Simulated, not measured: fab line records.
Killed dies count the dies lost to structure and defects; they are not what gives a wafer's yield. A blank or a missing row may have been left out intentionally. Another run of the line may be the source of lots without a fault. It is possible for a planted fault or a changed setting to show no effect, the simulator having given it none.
Which tool was responsible? -- flow sky130 -- Sampling: 13 lots, 39 wafers, 3 of 708 route steps

## WHAT THE GAUGES SHOWED, per wafer
SKY_VT_ADJUST_LVTN_OVL_MEAS_18.
lot,measured,on,VT_ADJUST_LVTN_01_OVL (nm)
L797,day 7 12:03,overlay-01,1.0 0.7 0.3
L798,day 7 17:20,overlay-01,2.5 1.1 0.9
L799,day 7 22:24,overlay-01,-2.5 0.0 -0.1
L800,day 8 04:41,overlay-02,-1.9 -2.8 -2.2
L801,day 8 15:32,overlay-01,-2.0 -1.2 -4.0
L802,day 8 18:21,overlay-02,0.4 0.6 0.6
L803,day 9 02:44,overlay-01,-0.7 -1.6 -2.0
L804,day 9 13:10,overlay-01,0.1 -0.1 -0.7
L805,day 9 21:59,overlay-01,-2.4 -0.8 -1.8
L806,day 9 23:14,overlay-02,-1.0 -1.7 -1.6
L807,day 10 07:40,overlay-01,1.1 0.8 1.1
L808,day 10 12:44,overlay-02,-1.2 -1.7 -1.4
L809,day 10 17:32,overlay-02,-4.5 -3.7 -4.7

SKY_SONOS_TUNNEL_CD_MEAS_07: the cd target is 410 nm.
lot,measured,on,cd-nm (nm)
L797,day 10 22:04,cd-sem-01,408.9 411.0 409.2
L798,day 11 05:54,cd-sem-01,407.2 408.7 407.3
L799,day 11 13:10,cd-sem-01,407.5 406.5 408.7
L800,day 11 18:51,cd-sem-02,411.4 411.3 412.4
L801,day 12 09:59,cd-sem-02,409.6 413.2 412.9
L802,day 12 12:39,cd-sem-02,408.7 408.1 410.3
L803,day 12 23:17,cd-sem-01,412.4 413.0 413.3
L804,day 13 11:50,cd-sem-01,406.7 407.1 405.2
L805,day 13 22:29,cd-sem-02,407.8 408.7 410.7
L806,day 14 00:19,cd-sem-02,410.3 412.0 411.2
L807,day 14 09:50,cd-sem-02,413.2 415.2 412.5
L808,day 14 15:50,cd-sem-01,409.7 407.4 409.8
L809,day 14 23:11,cd-sem-01,410.0 408.6 408.6

SKY_SONOS_TUNNEL_TW_MEAS_12.
lot,measured,on,SONOS_TUNNEL_TW
L797,day 10 22:38,film-metro-01,199.4 199.0 198.1
L798,day 11 06:28,film-metro-04,195.0 195.3 195.9
L799,day 11 13:43,film-metro-04,196.6 196.9 196.3
L800,day 11 19:25,film-metro-03,196.4 196.1 196.1
L801,day 12 10:33,film-metro-01,198.4 198.0 199.5
L802,day 12 13:14,film-metro-01,198.2 197.9 198.2
L803,day 12 23:51,film-metro-04,196.4 197.3 196.5
L804,day 13 12:24,film-metro-04,196.9 195.9 197.2
L805,day 13 23:05,film-metro-03,195.0 195.0 195.6
L806,day 14 00:52,film-metro-03,196.0 195.8 196.2
L807,day 14 10:23,film-metro-03,196.3 196.1 195.6
L808,day 14 16:24,film-metro-03,195.4 195.8 195.9
L809,day 14 23:45,film-metro-04,197.8 196.7 198.0

## TOOL THAT RAN EACH LOT (tool first, then ch and the chambers of the sampled wafers, then the start)
The record holds no process step before these readings.

## AS READ BY THE TOOLS THEMSELVES (means over the sampled wafers that have a number; for cases with no such wafer, the mark the record gives instead)
The record holds no such reading with a usual standard deviation.

## THE ANSWER, worked out from the rows above alone
Rule: usual is defined by the lots themselves. Put in order of their means at a reading, lots are off if they are a third of the lots or fewer, leave a main group of 4 or more, and stand apart from it by a gap of 3 or more times the standard deviation of the main group's means; of several such gaps the widest counts. The tables above print the reading to a certain number of digits; a main group whose means all agree to those digits is not used. Also off: a lot with no number at a reading for which 4 or more lots have one. The other lots that the step has rows for count as sound. The gauges are gone through in route order, then the tools' own readings, and for those a lot's mean is taken as printed above. At the first step where some lot is off, the reading lying furthest off is the one used; lots without a number count as furthest.
No lot is off at any reading shown: from this, nothing can be told.

## WHAT HAD BEEN PUT IN BY THE SIMULATOR
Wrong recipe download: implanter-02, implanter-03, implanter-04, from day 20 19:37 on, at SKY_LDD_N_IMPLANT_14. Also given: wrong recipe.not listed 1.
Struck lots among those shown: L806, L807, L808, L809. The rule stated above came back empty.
